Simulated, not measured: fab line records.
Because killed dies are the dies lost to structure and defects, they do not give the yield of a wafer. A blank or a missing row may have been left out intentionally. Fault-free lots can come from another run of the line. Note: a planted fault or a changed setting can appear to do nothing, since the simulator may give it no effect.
fab line records / flow sfqLine
[record] lots = 5 wafers = 15 lastDay = 86
route steps=325 shown M2@95 I2@103
lots untouched by any fault: they come from a run of this same line in which no faults occurred
startH: the number of hours between the record's first day and the start of the first shown wafer of the lot / waitH: time in hours since the lot's previous step / " the same as in the row above / L1.1+2: a single row standing in for several wafers / - either no value or no given start / * or withheld: withheld / < > ~ a bound
route shown NAME@n: a module of which the file shows steps, and the number in the route of the first / usual: mean/standard deviation of fault-free wafers / same: alike in all rows / chamber/n: place in a boat / sites: each site's reading / _std_site: standard deviation across them / _edge_site: the outer-site mean with the inner-site mean subtracted / radiusMm: how far each site lies from the wafer's centre / mask NAME#n: copy n / behind: tool/chamber where the wafer was last shaped / hold: the reason the lot was held/the length of the hold in hours/how it ended / device: which transistor (n, p or np) failed to switch / end of line: the route-end tests of the same wafers / step lacking rows: just its recipe / killed: dies that structure and defects cost at the first sort, which is not the same as the wafer's yield / map: dies across one wafer; x = killed, . = not, _ = none there
set.NAME: the setting the step ran with; set.NAME@STEP: the setting that earlier step ran with / model.NAME: the simulator's own value behind a step, which no gauge read
lots at some steps of the route; a table a step, a row a wafer
services: the hour from which a tool's chamber was out of use, counted from the record's first day as startH (under 0 if before that day), plus the number of hours and why
[[steps]]
[step SFQ_TRILAYER_M2_LITHO_EXPOSE_058]
[recipe] maskId = M2 na = 0.6 sourceShape = conventional sigmaOuter = 0.65 targetCdNm = 500 doseMj = 14.4
lot.wafer=L074.1+3+4 tool=krfScanner-01 chamber=0 startH=531.30 waitH=- mask=M2#0
lot.wafer=L075.1+3+4 tool=krfScanner-01 chamber=0 startH=534.90 waitH=- mask=M2#0
lot.wafer=L085.2+5+6 tool=krfScanner-01 chamber=0 startH=635.17 waitH=- mask=M2#0
lot.wafer=L086.2+4+5 tool=krfScanner-01 chamber=0 startH=639.97 waitH=- mask=M2#0
lot.wafer=L088.1+2+4 tool=krfScanner-02 chamber=0 startH=664.34 waitH=- mask=M2#0
[step SFQ_TRILAYER_M2_LITHO_PEB_060]
[recipe] pebTempC = 115 pebTimeS = 60 resist = KrF
lot.wafer=L074.1+3+4 tool=lithoTrack-04 chamber=0 startH=532.50 waitH=1.0
lot.wafer=L075.1+3+4 tool=lithoTrack-04 chamber=0 startH=536.10 waitH=1.0
lot.wafer=L085.2+5+6 tool=lithoTrack-04 chamber=0 startH=636.19 waitH=0.8
lot.wafer=L086.2+4+5 tool=lithoTrack-03 chamber=0 startH=640.99 waitH=0.8
lot.wafer=L088.1+2+4 tool=lithoTrack-03 chamber=0 startH=665.54 waitH=1.0
[step SFQ_TRILAYER_M2_LITHO_DEVELOP_059]
[recipe] timeS = 60 resist = KrF
lot.wafer=L074.1+3+4 tool=lithoTrack-04 chamber=0 startH=532.65 waitH=0.1
lot.wafer=L075.1+3+4 tool=lithoTrack-04 chamber=0 startH=536.25 waitH=0.1
lot.wafer=L085.2+5+6 tool=lithoTrack-04 chamber=0 startH=636.34 waitH=0.1
lot.wafer=L086.2+4+5 tool=lithoTrack-03 chamber=0 startH=641.14 waitH=0.1
lot.wafer=L088.1+2+4 tool=lithoTrack-03 chamber=0 startH=665.69 waitH=0.1
[step SFQ_M2_OVL_MEAS_916]
[usual] M2_OVL = -1/6.7
lot.wafer=L074.1 tool=overlay-01 chamber=- startH=532.80 waitH=0.1 M2_OVL[nm]=-8
lot.wafer=L074.3 tool=overlay-01 chamber=- startH=532.80 waitH=0.1 M2_OVL[nm]=-8
lot.wafer=L074.4 tool=overlay-01 chamber=- startH=532.80 waitH=0.1 M2_OVL[nm]=-6
lot.wafer=L075.1 tool=overlay-01 chamber=- startH=536.40 waitH=0.1 M2_OVL[nm]=0
lot.wafer=L075.3 tool=overlay-01 chamber=- startH=536.40 waitH=0.1 M2_OVL[nm]=-5
lot.wafer=L075.4 tool=overlay-01 chamber=- startH=536.40 waitH=0.1 M2_OVL[nm]=11
lot.wafer=L085.2 tool=overlay-01 chamber=- startH=636.47 waitH=0.1 M2_OVL[nm]=-8
lot.wafer=L085.5 tool=overlay-01 chamber=- startH=636.47 waitH=0.1 M2_OVL[nm]=-6
lot.wafer=L085.6 tool=overlay-01 chamber=- startH=636.47 waitH=0.1 M2_OVL[nm]=-14
lot.wafer=L086.2 tool=overlay-02 chamber=- startH=641.29 waitH=0.1 M2_OVL[nm]=6
lot.wafer=L086.4 tool=overlay-02 chamber=- startH=641.29 waitH=0.1 M2_OVL[nm]=0
lot.wafer=L086.5 tool=overlay-02 chamber=- startH=641.29 waitH=0.1 M2_OVL[nm]=0
lot.wafer=L088.1 tool=overlay-02 chamber=- startH=665.84 waitH=0.1 M2_OVL[nm]=-7
lot.wafer=L088.2 tool=overlay-02 chamber=- startH=665.84 waitH=0.1 M2_OVL[nm]=-4
lot.wafer=L088.4 tool=overlay-02 chamber=- startH=665.84 waitH=0.1 M2_OVL[nm]=1
[step SFQ_TRILAYER_M2_BARC_OPEN_METAL_ETCH_077]
[recipe] maskMaterial = PR chemistry = O2 targetDepthNm = 125 target = BARC icpW = 600 biasW = 80 pressureMtorr = 10 timeS = 41.7
[usual] drypumpMotorCurrentA = 5.92/0.26 oesProductAu = 0.685/0.0042
lot.wafer=L074.1 tool=rieMetal-04 chamber=1 startH=532.84 waitH=0.0 drypumpMotorCurrentA=6.19 oesProductAu=0.685 rfHoursCounterH=22
lot.wafer=L074.3 tool=rieMetal-04 chamber=1 startH=532.84 waitH=0.0 drypumpMotorCurrentA=6.19 oesProductAu=0.685 rfHoursCounterH=-
lot.wafer=L074.4 tool=rieMetal-04 chamber=0 startH=532.84 waitH=0.0 drypumpMotorCurrentA=5.77 oesProductAu=0.682 rfHoursCounterH=-
lot.wafer=L075.1 tool=rieMetal-04 chamber=0 startH=536.44 waitH=0.0 drypumpMotorCurrentA=5.76 oesProductAu=0.680 rfHoursCounterH=57
lot.wafer=L075.3 tool=rieMetal-04 chamber=0 startH=536.44 waitH=0.0 drypumpMotorCurrentA=5.77 oesProductAu=0.680 rfHoursCounterH=-
lot.wafer=L075.4 tool=rieMetal-04 chamber=1 startH=536.44 waitH=0.0 drypumpMotorCurrentA=6.19 oesProductAu=0.686 rfHoursCounterH=-
lot.wafer=L085.2 tool=rieMetal-03 chamber=0 startH=636.50 waitH=0.0 drypumpMotorCurrentA=5.89 oesProductAu=0.685 rfHoursCounterH=79
lot.wafer=L085.5 tool=rieMetal-03 chamber=0 startH=636.50 waitH=0.0 drypumpMotorCurrentA=5.86 oesProductAu=0.684 rfHoursCounterH=-
lot.wafer=L085.6 tool=rieMetal-03 chamber=1 startH=636.50 waitH=0.0 drypumpMotorCurrentA=5.78 oesProductAu=0.693 rfHoursCounterH=-
lot.wafer=L086.2 tool=rieMetal-03 chamber=1 startH=641.32 waitH=0.0 drypumpMotorCurrentA=5.75 oesProductAu=0.677 rfHoursCounterH=42
lot.wafer=L086.4 tool=rieMetal-03 chamber=0 startH=641.32 waitH=0.0 drypumpMotorCurrentA=5.92 oesProductAu=0.689 rfHoursCounterH=-
lot.wafer=L086.5 tool=rieMetal-03 chamber=0 startH=641.32 waitH=0.0 drypumpMotorCurrentA=5.89 oesProductAu=0.678 rfHoursCounterH=-
lot.wafer=L088.1 tool=rieMetal-02 chamber=1 startH=665.87 waitH=0.0 drypumpMotorCurrentA=6.32 oesProductAu=0.690 rfHoursCounterH=71
lot.wafer=L088.2 tool=rieMetal-02 chamber=0 startH=665.87 waitH=0.0 drypumpMotorCurrentA=5.47 oesProductAu=0.692 rfHoursCounterH=14
lot.wafer=L088.4 tool=rieMetal-02 chamber=1 startH=665.87 waitH=0.0 drypumpMotorCurrentA=6.30 oesProductAu=0.680 rfHoursCounterH=-
[step SFQ_TRILAYER_M2_ETCH_METAL_ETCH_060]
[recipe] target = Nb stopOn = SiO2 maskMaterial = PR chemistry = Cl2/Ar targetDepthNm = 240 icpW = 600 biasW = 80 pressureMtorr = 10 timeS = 120
[usual] drypumpMotorCurrentA = 5.91/0.26 oesProductAu = 0.891/0.0069
lot.wafer=L074.1 tool=rieMetal-04 chamber=1 startH=532.90 waitH=0.0 drypumpMotorCurrentA=6.23 oesProductAu=0.890 rfHoursCounterH=22
lot.wafer=L074.3 tool=rieMetal-04 chamber=1 startH=532.90 waitH=0.0 drypumpMotorCurrentA=6.19 oesProductAu=0.891 rfHoursCounterH=-
lot.wafer=L074.4 tool=rieMetal-04 chamber=0 startH=532.90 waitH=0.0 drypumpMotorCurrentA=5.78 oesProductAu=0.883 rfHoursCounterH=-
lot.wafer=L075.1 tool=rieMetal-04 chamber=0 startH=536.50 waitH=0.0 drypumpMotorCurrentA=5.76 oesProductAu=0.882 rfHoursCounterH=57
lot.wafer=L075.3 tool=rieMetal-04 chamber=0 startH=536.50 waitH=0.0 drypumpMotorCurrentA=5.76 oesProductAu=0.892 rfHoursCounterH=-
lot.wafer=L075.4 tool=rieMetal-04 chamber=1 startH=536.50 waitH=0.0 drypumpMotorCurrentA=6.18 oesProductAu=0.894 rfHoursCounterH=-
lot.wafer=L085.2 tool=rieMetal-03 chamber=0 startH=636.56 waitH=0.0 drypumpMotorCurrentA=5.90 oesProductAu=0.897 rfHoursCounterH=79
lot.wafer=L085.5 tool=rieMetal-03 chamber=0 startH=636.56 waitH=0.0 drypumpMotorCurrentA=5.85 oesProductAu=0.902 rfHoursCounterH=-
lot.wafer=L085.6 tool=rieMetal-03 chamber=1 startH=636.56 waitH=0.0 drypumpMotorCurrentA=5.73 oesProductAu=0.886 rfHoursCounterH=-
lot.wafer=L086.2 tool=rieMetal-03 chamber=1 startH=641.38 waitH=0.0 drypumpMotorCurrentA=5.74 oesProductAu=0.901 rfHoursCounterH=42
lot.wafer=L086.4 tool=rieMetal-03 chamber=0 startH=641.38 waitH=0.0 drypumpMotorCurrentA=5.91 oesProductAu=0.900 rfHoursCounterH=-
lot.wafer=L086.5 tool=rieMetal-03 chamber=0 startH=641.38 waitH=0.0 drypumpMotorCurrentA=5.92 oesProductAu=0.897 rfHoursCounterH=-
lot.wafer=L088.1 tool=rieMetal-02 chamber=1 startH=665.93 waitH=0.0 drypumpMotorCurrentA=6.29 oesProductAu=0.911 rfHoursCounterH=71
lot.wafer=L088.2 tool=rieMetal-02 chamber=0 startH=665.93 waitH=0.0 drypumpMotorCurrentA=5.47 oesProductAu=0.888 rfHoursCounterH=14
lot.wafer=L088.4 tool=rieMetal-02 chamber=1 startH=665.93 waitH=0.0 drypumpMotorCurrentA=6.28 oesProductAu=0.901 rfHoursCounterH=-
[step SFQ_TRILAYER_M2_STRIP_STRIP_061]
[recipe] gas = O2 powerW = 200 platenTempC = 40 overashFraction = 0.65 chemistry = O2 pressureMtorr = 50
[usual] drypumpMotorCurrentA = 5.92/0.26 oesProductAu = 1.004/0.009
lot.wafer=L074.1 tool=rieMetal-04 chamber=1 startH=533.02 waitH=0.1 drypumpMotorCurrentA=6.18 oesProductAu=1.014 rfHoursCounterH=22
lot.wafer=L074.3 tool=rieMetal-04 chamber=1 startH=533.02 waitH=0.1 drypumpMotorCurrentA=6.17 oesProductAu=1.010 rfHoursCounterH=-
lot.wafer=L074.4 tool=rieMetal-04 chamber=0 startH=533.02 waitH=0.1 drypumpMotorCurrentA=5.76 oesProductAu=1.013 rfHoursCounterH=-
lot.wafer=L075.1 tool=rieMetal-04 chamber=0 startH=536.62 waitH=0.1 drypumpMotorCurrentA=5.79 oesProductAu=1.005 rfHoursCounterH=57
lot.wafer=L075.3 tool=rieMetal-04 chamber=0 startH=536.62 waitH=0.1 drypumpMotorCurrentA=5.77 oesProductAu=1.014 rfHoursCounterH=-
lot.wafer=L075.4 tool=rieMetal-04 chamber=1 startH=536.62 waitH=0.1 drypumpMotorCurrentA=6.20 oesProductAu=1.009 rfHoursCounterH=-
lot.wafer=L085.2 tool=rieMetal-03 chamber=0 startH=636.69 waitH=0.1 drypumpMotorCurrentA=5.92 oesProductAu=0.997 rfHoursCounterH=80
lot.wafer=L085.5 tool=rieMetal-03 chamber=0 startH=636.69 waitH=0.1 drypumpMotorCurrentA=5.93 oesProductAu=0.999 rfHoursCounterH=-
lot.wafer=L085.6 tool=rieMetal-03 chamber=1 startH=636.69 waitH=0.1 drypumpMotorCurrentA=5.73 oesProductAu=1.008 rfHoursCounterH=-
lot.wafer=L086.2 tool=rieMetal-03 chamber=1 startH=641.50 waitH=0.1 drypumpMotorCurrentA=5.74 oesProductAu=0.997 rfHoursCounterH=42
lot.wafer=L086.4 tool=rieMetal-03 chamber=0 startH=641.50 waitH=0.1 drypumpMotorCurrentA=5.96 oesProductAu=0.997 rfHoursCounterH=-
lot.wafer=L086.5 tool=rieMetal-03 chamber=0 startH=641.50 waitH=0.1 drypumpMotorCurrentA=5.93 oesProductAu=0.989 rfHoursCounterH=-
lot.wafer=L088.1 tool=rieMetal-02 chamber=1 startH=666.06 waitH=0.1 drypumpMotorCurrentA=6.31 oesProductAu=1.025 rfHoursCounterH=71
lot.wafer=L088.2 tool=rieMetal-02 chamber=0 startH=666.06 waitH=0.1 drypumpMotorCurrentA=5.46 oesProductAu=1.008 rfHoursCounterH=14
lot.wafer=L088.4 tool=rieMetal-02 chamber=1 startH=666.06 waitH=0.1 drypumpMotorCurrentA=6.31 oesProductAu=1.004 rfHoursCounterH=-
[step SFQ_TRILAYER_M2_STRIP_SOLV_CLEAN_062]
[recipe] chemistry = NMP tempC = 70 timeS = 600
lot.wafer=L074.1+3+4 tool=wetBench-02 chamber=5,6,3 startH=533.62 waitH=0.4
lot.wafer=L075.1+3+4 tool=wetBench-01 chamber=2,1,6 startH=537.22 waitH=0.4
lot.wafer=L085.2+5+6 tool=wetBench-01 chamber=4,3,2 startH=637.29 waitH=0.4
lot.wafer=L086.2+4+5 tool=wetBench-02 chamber=2,4,1 startH=642.10 waitH=0.4
lot.wafer=L088.1+2+4 tool=wetBench-01 chamber=7,5,2 startH=666.66 waitH=0.4
[step SFQ_TRILAYER_I2_DEP_PECVD_063]
[recipe] material = SiO2 tempC = 150 timeS = 111.11 pressureTorr = 2.4 rfW = 183.3 precursor = SiH4/N2O targetThkNm = 500
[usual] heaterPowerOuterW = 31/9.8 heaterPowerW = 86/17 throttleValvePct = 24.8/1.4
lot.wafer=L074.1 tool=pecvd-04 chamber=0 startH=533.80 waitH=0.0 heaterPowerOuterW=26 heaterPowerW=67 throttleValvePct=24.5
lot.wafer=L074.3 tool=pecvd-04 chamber=2 startH=533.80 waitH=0.0 heaterPowerOuterW=29 heaterPowerW=82 throttleValvePct=23.9
lot.wafer=L074.4 tool=pecvd-04 chamber=1 startH=533.80 waitH=0.0 heaterPowerOuterW=18 heaterPowerW=56 throttleValvePct=26.8
lot.wafer=L075.1 tool=pecvd-04 chamber=0 startH=537.40 waitH=0.0 heaterPowerOuterW=18 heaterPowerW=58 throttleValvePct=24.2
lot.wafer=L075.3 tool=pecvd-04 chamber=1 startH=537.40 waitH=0.0 heaterPowerOuterW=17 heaterPowerW=55 throttleValvePct=27.0
lot.wafer=L075.4 tool=pecvd-04 chamber=2 startH=537.40 waitH=0.0 heaterPowerOuterW=33 heaterPowerW=88 throttleValvePct=23.5
lot.wafer=L085.2 tool=pecvd-04 chamber=0 startH=637.46 waitH=0.0 heaterPowerOuterW=25 heaterPowerW=71 throttleValvePct=23.2
lot.wafer=L085.5 tool=pecvd-04 chamber=1 startH=637.46 waitH=0.0 heaterPowerOuterW=24 heaterPowerW=66 throttleValvePct=24.6
lot.wafer=L085.6 tool=pecvd-04 chamber=2 startH=637.46 waitH=0.0 heaterPowerOuterW=25 heaterPowerW=73 throttleValvePct=22.3
lot.wafer=L086.2 tool=pecvd-04 chamber=1 startH=642.29 waitH=0.0 heaterPowerOuterW=22 heaterPowerW=63 throttleValvePct=24.6
lot.wafer=L086.4 tool=pecvd-04 chamber=1 startH=642.29 waitH=0.0 heaterPowerOuterW=24 heaterPowerW=63 throttleValvePct=24.4
lot.wafer=L086.5 tool=pecvd-04 chamber=2 startH=642.29 waitH=0.0 heaterPowerOuterW=37 heaterPowerW=88 throttleValvePct=22.4
lot.wafer=L088.1 tool=pecvd-02 chamber=1 startH=666.83 waitH=0.0 heaterPowerOuterW=56 heaterPowerW=122 throttleValvePct=27.1
lot.wafer=L088.2 tool=pecvd-02 chamber=2 startH=666.83 waitH=0.0 heaterPowerOuterW=24 heaterPowerW=80 throttleValvePct=24.9
lot.wafer=L088.4 tool=pecvd-02 chamber=0 startH=666.83 waitH=0.0 heaterPowerOuterW=36 heaterPowerW=101 throttleValvePct=24.6
[step SFQ_TRILAYER_I2_CMP_CMP_064]
[recipe] material = SiO2 downForcePsi = 3 platenRpm = 60 padVelocityMS = 0.94248
[usual] motorCurrentA = 10.1/1.1 slurryFilterDpKPa = 13.50/0.13 timeToEndpointS = 212/7.2
lot.wafer=L074.4 tool=cmp-02 chamber=3 startH=549.42 waitH=15.5 motorCurrentA=10.7 slurryFilterDpKPa=13.51 timeToEndpointS=216
lot.wafer=L074.3 tool=cmp-02 chamber=0 startH=549.42 waitH=15.5 motorCurrentA=10.4 slurryFilterDpKPa=13.29 timeToEndpointS=221
lot.wafer=L074.1 tool=cmp-02 chamber=1 startH=549.42 waitH=15.5 motorCurrentA=9.9 slurryFilterDpKPa=13.43 timeToEndpointS=209
lot.wafer=L075.3 tool=cmp-02 chamber=0 startH=555.42 waitH=18.0 motorCurrentA=10.5 slurryFilterDpKPa=13.53 timeToEndpointS=213
lot.wafer=L075.1 tool=cmp-02 chamber=1 startH=555.42 waitH=18.0 motorCurrentA=10.4 slurryFilterDpKPa=13.67 timeToEndpointS=212
lot.wafer=L075.4 tool=cmp-02 chamber=2 startH=555.42 waitH=18.0 motorCurrentA=7.8 slurryFilterDpKPa=13.48 timeToEndpointS=216
lot.wafer=L085.2 tool=cmp-02 chamber=3 startH=638.04 waitH=0.5 motorCurrentA=10.9 slurryFilterDpKPa=13.80 timeToEndpointS=198
lot.wafer=L085.5 tool=cmp-02 chamber=2 startH=639.54 waitH=2.0 motorCurrentA=7.8 slurryFilterDpKPa=13.47 timeToEndpointS=222
lot.wafer=L085.6 tool=cmp-02 chamber=3 startH=639.54 waitH=2.0 motorCurrentA=11.1 slurryFilterDpKPa=13.54 timeToEndpointS=212
lot.wafer=L086.4 tool=cmp-01 chamber=3 startH=645.42 waitH=3.1 motorCurrentA=9.9 slurryFilterDpKPa=13.30 timeToEndpointS=216
lot.wafer=L086.2 tool=cmp-01 chamber=0 startH=645.42 waitH=3.1 motorCurrentA=9.0 slurryFilterDpKPa=13.66 timeToEndpointS=221
lot.wafer=L086.5 tool=cmp-01 chamber=2 startH=646.92 waitH=4.6 motorCurrentA=9.8 slurryFilterDpKPa=13.58 timeToEndpointS=215
lot.wafer=L088.2 tool=cmp-02 chamber=1 startH=668.75 waitH=1.9 motorCurrentA=9.7 slurryFilterDpKPa=13.20 timeToEndpointS=208
lot.wafer=L088.1 tool=cmp-02 chamber=2 startH=668.75 waitH=1.9 motorCurrentA=8.3 slurryFilterDpKPa=13.47 timeToEndpointS=223
lot.wafer=L088.4 tool=cmp-02 chamber=3 startH=668.75 waitH=1.9 motorCurrentA=11.7 slurryFilterDpKPa=13.66 timeToEndpointS=211
[step SFQ_I2_BOW_MEAS_917]
[recipe] mode = bow
[usual] I2_BOW = 2/7.7
lot.wafer=L074.1 tool=filmMetro-03 chamber=- startH=552.42 waitH=1.5 I2_BOW[um]=10
lot.wafer=L074.3 tool=filmMetro-03 chamber=- startH=552.42 waitH=1.5 I2_BOW[um]=15
lot.wafer=L074.4 tool=filmMetro-03 chamber=- startH=552.42 waitH=1.5 I2_BOW[um]=10
lot.wafer=L075.1 tool=filmMetro-03 chamber=- startH=558.42 waitH=2.0 I2_BOW[um]=0
lot.wafer=L075.3 tool=filmMetro-03 chamber=- startH=558.42 waitH=2.0 I2_BOW[um]=0
lot.wafer=L075.4 tool=filmMetro-03 chamber=- startH=558.42 waitH=2.0 I2_BOW[um]=-4
lot.wafer=L085.2 tool=filmMetro-03 chamber=- startH=640.56 waitH=2.0 I2_BOW[um]=10
lot.wafer=L085.5 tool=filmMetro-03 chamber=- startH=640.56 waitH=2.0 I2_BOW[um]=5
lot.wafer=L085.6 tool=filmMetro-03 chamber=- startH=640.56 waitH=2.0 I2_BOW[um]=4
lot.wafer=L086.2 tool=filmMetro-04 chamber=- startH=647.94 waitH=1.5 I2_BOW[um]=3
lot.wafer=L086.4 tool=filmMetro-04 chamber=- startH=647.94 waitH=1.5 I2_BOW[um]=-11
lot.wafer=L086.5 tool=filmMetro-04 chamber=- startH=647.94 waitH=1.5 I2_BOW[um]=-3
lot.wafer=L088.1 tool=filmMetro-04 chamber=- startH=671.75 waitH=2.0 I2_BOW[um]=4
lot.wafer=L088.2 tool=filmMetro-04 chamber=- startH=671.75 waitH=2.0 I2_BOW[um]=0
lot.wafer=L088.4 tool=filmMetro-04 chamber=- startH=671.75 waitH=2.0 I2_BOW[um]=-6
[step SFQ_TRILAYER_I2_METRO_MEASURE_065]
[usual] thkNm = 199.9/1
lot.wafer=L074.1 tool=filmMetro-03 chamber=- startH=552.54 waitH=0.1 thkNm=199.4
lot.wafer=L074.3 tool=filmMetro-03 chamber=- startH=552.54 waitH=0.1 thkNm=201.8
lot.wafer=L074.4 tool=filmMetro-03 chamber=- startH=552.54 waitH=0.1 thkNm=198.3
lot.wafer=L075.1 tool=filmMetro-03 chamber=- startH=558.54 waitH=0.1 thkNm=198.5
lot.wafer=L075.3 tool=filmMetro-03 chamber=- startH=558.54 waitH=0.1 thkNm=200.2
lot.wafer=L075.4 tool=filmMetro-03 chamber=- startH=558.54 waitH=0.1 thkNm=198.4
lot.wafer=L085.2 tool=filmMetro-03 chamber=- startH=640.86 waitH=0.3 thkNm=198.8
lot.wafer=L085.5 tool=filmMetro-03 chamber=- startH=640.86 waitH=0.3 thkNm=200.3
lot.wafer=L085.6 tool=filmMetro-03 chamber=- startH=640.86 waitH=0.3 thkNm=198.7
lot.wafer=L086.2 tool=filmMetro-04 chamber=- startH=648.24 waitH=0.3 thkNm=200.5
lot.wafer=L086.4 tool=filmMetro-04 chamber=- startH=648.24 waitH=0.3 thkNm=200.5
lot.wafer=L086.5 tool=filmMetro-04 chamber=- startH=648.24 waitH=0.3 thkNm=201.4
lot.wafer=L088.1 tool=filmMetro-04 chamber=- startH=671.87 waitH=0.1 thkNm=199.1
lot.wafer=L088.2 tool=filmMetro-04 chamber=- startH=671.87 waitH=0.1 thkNm=200.4
lot.wafer=L088.4 tool=filmMetro-04 chamber=- startH=671.87 waitH=0.1 thkNm=198.7
[step SFQ_TRILAYER_I2_VIA_LITHO_COAT_072]
[recipe] resist = BARC spinRpm = 3000 resistThkNm = 62
[usual] spinSpeedRpm = 3000.1/1.8
lot.wafer=L074.1 tool=lithoTrack-04 chamber=0 startH=553.74 waitH=1.0 spinSpeedRpm=2997.2
lot.wafer=L074.3 tool=lithoTrack-04 chamber=0 startH=553.74 waitH=1.0 spinSpeedRpm=3000.6
lot.wafer=L074.4 tool=lithoTrack-04 chamber=0 startH=553.74 waitH=1.0 spinSpeedRpm=3002.5
lot.wafer=L075.1 tool=lithoTrack-03 chamber=0 startH=559.74 waitH=1.0 spinSpeedRpm=3003.0
lot.wafer=L075.3 tool=lithoTrack-03 chamber=0 startH=559.74 waitH=1.0 spinSpeedRpm=3000.3
lot.wafer=L075.4 tool=lithoTrack-03 chamber=0 startH=559.74 waitH=1.0 spinSpeedRpm=3000.8
lot.wafer=L085.2 tool=lithoTrack-04 chamber=0 startH=641.91 waitH=0.8 spinSpeedRpm=3002.6
lot.wafer=L085.5 tool=lithoTrack-04 chamber=0 startH=641.91 waitH=0.8 spinSpeedRpm=2998.8
lot.wafer=L085.6 tool=lithoTrack-04 chamber=0 startH=641.91 waitH=0.8 spinSpeedRpm=3000.1
lot.wafer=L086.2 tool=lithoTrack-03 chamber=0 startH=649.29 waitH=0.8 spinSpeedRpm=2999.3
lot.wafer=L086.4 tool=lithoTrack-03 chamber=0 startH=649.29 waitH=0.8 spinSpeedRpm=3000.0
lot.wafer=L086.5 tool=lithoTrack-03 chamber=0 startH=649.29 waitH=0.8 spinSpeedRpm=2997.6
lot.wafer=L088.1 tool=lithoTrack-04 chamber=0 startH=673.07 waitH=1.0 spinSpeedRpm=3000.1
lot.wafer=L088.2 tool=lithoTrack-04 chamber=0 startH=673.07 waitH=1.0 spinSpeedRpm=2998.3
lot.wafer=L088.4 tool=lithoTrack-04 chamber=0 startH=673.07 waitH=1.0 spinSpeedRpm=2997.4
[step SFQ_TRILAYER_I2_VIA_LITHO_COAT_067]
[recipe] resist = KrF spinRpm = 3000 resistThkNm = 650
[usual] spinSpeedRpm = 3000.0/2
lot.wafer=L074.1 tool=lithoTrack-04 chamber=0 startH=554.04 waitH=0.2 spinSpeedRpm=3000.9
lot.wafer=L074.3 tool=lithoTrack-04 chamber=0 startH=554.04 waitH=0.2 spinSpeedRpm=3004.5
lot.wafer=L074.4 tool=lithoTrack-04 chamber=0 startH=554.04 waitH=0.2 spinSpeedRpm=3000.1
lot.wafer=L075.1 tool=lithoTrack-03 chamber=0 startH=560.04 waitH=0.2 spinSpeedRpm=3004.4
lot.wafer=L075.3 tool=lithoTrack-03 chamber=0 startH=560.04 waitH=0.2 spinSpeedRpm=3003.4
lot.wafer=L075.4 tool=lithoTrack-03 chamber=0 startH=560.04 waitH=0.2 spinSpeedRpm=3002.5
lot.wafer=L085.2 tool=lithoTrack-04 chamber=0 startH=642.21 waitH=0.2 spinSpeedRpm=2996.8
lot.wafer=L085.5 tool=lithoTrack-04 chamber=0 startH=642.21 waitH=0.2 spinSpeedRpm=2999.2
lot.wafer=L085.6 tool=lithoTrack-04 chamber=0 startH=642.21 waitH=0.2 spinSpeedRpm=2999.9
lot.wafer=L086.2 tool=lithoTrack-03 chamber=0 startH=649.59 waitH=0.2 spinSpeedRpm=3001.1
lot.wafer=L086.4 tool=lithoTrack-03 chamber=0 startH=649.59 waitH=0.2 spinSpeedRpm=2999.1
lot.wafer=L086.5 tool=lithoTrack-03 chamber=0 startH=649.59 waitH=0.2 spinSpeedRpm=2998.0
lot.wafer=L088.1 tool=lithoTrack-04 chamber=0 startH=673.37 waitH=0.2 spinSpeedRpm=2999.6
lot.wafer=L088.2 tool=lithoTrack-04 chamber=0 startH=673.37 waitH=0.2 spinSpeedRpm=2997.3
lot.wafer=L088.4 tool=lithoTrack-04 chamber=0 startH=673.37 waitH=0.2 spinSpeedRpm=2999.5
[step SFQ_TRILAYER_I2_VIA_LITHO_SOFTBAKE_071]
[recipe] tempC = withheld timeS = withheld resist = KrF
lot.wafer=L074.1+3+4 tool=lithoTrack-04 chamber=0 startH=554.34 waitH=0.2
lot.wafer=L075.1+3+4 tool=lithoTrack-03 chamber=0 startH=560.34 waitH=0.2
lot.wafer=L085.2+5+6 tool=lithoTrack-04 chamber=0 startH=642.49 waitH=0.2
lot.wafer=L086.2+4+5 tool=lithoTrack-03 chamber=0 startH=649.87 waitH=0.2
lot.wafer=L088.1+2+4 tool=lithoTrack-04 chamber=0 startH=673.67 waitH=0.2
[[services]]
tool=filmMetro-04 chamber=- startH=511.09 hours=2.9 kind=pm
tool=cmp-01 chamber=- startH=511.22 hours=7.0 kind=pm
tool=krfScanner-01 chamber=- startH=517.65 hours=1.3 kind=pm
tool=cmp-02 chamber=- startH=518.83 hours=6.6 kind=pm
tool=krfScanner-01 chamber=- startH=518.95 hours=4.0 kind=pm
tool=cmp-01 chamber=- startH=521.32 hours=3.5 kind=repair
tool=krfScanner-01 chamber=- startH=522.97 hours=1.0 kind=pm
tool=cmp-02 chamber=- startH=524.34 hours=0.2 kind=repair
tool=krfScanner-01 chamber=- startH=528.00 hours=0.9 kind=repair
tool=pecvd-02 chamber=- startH=528.09 hours=5.5 kind=pm
tool=filmMetro-04 chamber=- startH=554.70 hours=0.4 kind=pm
tool=pecvd-04 chamber=- startH=563.75 hours=14.0 kind=pm
tool=filmMetro-03 chamber=- startH=567.86 hours=0.9 kind=pm
tool=krfScanner-01 chamber=- startH=576.37 hours=5.8 kind=repair
tool=cmp-02 chamber=- startH=576.42 hours=4.0 kind=pm
tool=krfScanner-01 chamber=- startH=577.96 hours=1.9 kind=repair
tool=filmMetro-03 chamber=- startH=582.19 hours=0.4 kind=pm
tool=pecvd-04 chamber=0 startH=594.34 hours=5.0 kind=repair
tool=krfScanner-01 chamber=- startH=600.49 hours=0.8 kind=pm
tool=cmp-02 chamber=- startH=606.68 hours=1.4 kind=repair
tool=krfScanner-01 chamber=- startH=625.34 hours=0.6 kind=repair
tool=krfScanner-01 chamber=- startH=646.21 hours=2.5 kind=repair
tool=cmp-02 chamber=- startH=652.54 hours=6.7 kind=pm
tool=filmMetro-03 chamber=- startH=653.35 hours=0.3 kind=pm
[[key]]
fault none
